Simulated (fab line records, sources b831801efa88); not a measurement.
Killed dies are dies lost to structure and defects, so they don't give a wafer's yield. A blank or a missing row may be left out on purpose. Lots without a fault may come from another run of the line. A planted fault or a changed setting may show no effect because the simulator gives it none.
Chamber matching | flow gf180mcu | GF_V1_CVD_00 on hdpcvd-01: 3 sister chambers
The step deposits SiO2, target thk 600 nm, time 100 s. 6 wafers are shown with their chamber, then 7 later ones without.

WAFERS WITH THEIR CHAMBER
wafer  | chamber | sih4_flow_sccm (sccm)
L141.3 | 2       | 59.91
L144.2 | 0       | 59.67
L145.4 | 1       | 59.75
L145.5 | 2       | 59.94
L146.1 | 0       | 59.86
L146.3 | 1       | 60.29

WAFERS WITHOUT THEIR CHAMBER
wafer  | sih4_flow_sccm (sccm)
L146.6 | 59.94
L147.3 | 59.98
L147.5 | 59.89
L147.6 | 60.12
L162.2 | 59.81
L162.3 | 60.18
L162.5 | 59.88

WHICH CHAMBER EACH WENT THROUGH
wafer  | from the rows above          | in truth
L146.6 | can't be placed: 2 or 1 or 0 | 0
L147.3 | can't be placed: 1 or 2 or 0 | 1
L147.5 | can't be placed: 2 or 0 or 1 | 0
L147.6 | can't be placed: 1 or 2 or 0 | 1
L162.2 | can't be placed: 0 or 2 or 1 | 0
L162.3 | can't be placed: 1 or 2 or 0 | 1
L162.5 | can't be placed: 2 or 0 or 1 | 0
Placed correctly: 0 of 7. Can't be placed from these rows: 7 (the true chamber is among the candidates in 7). Placed wrongly: 0.
How it was worked out, from the rows above alone: a wafer's distance from a chamber is the root of the sum, over the readings, of the square of ((its reading less the chamber's mean) divided by the reading's scatter). The wafer belongs to the nearest chamber; if the next one is less than 2 further off, it can't be placed. A chamber's mean is the mean of its shown wafers. The scatter: the root of (the sum of the squares of (reading less its chamber's mean) over the shown wafers, divided by (wafers less chambers)).
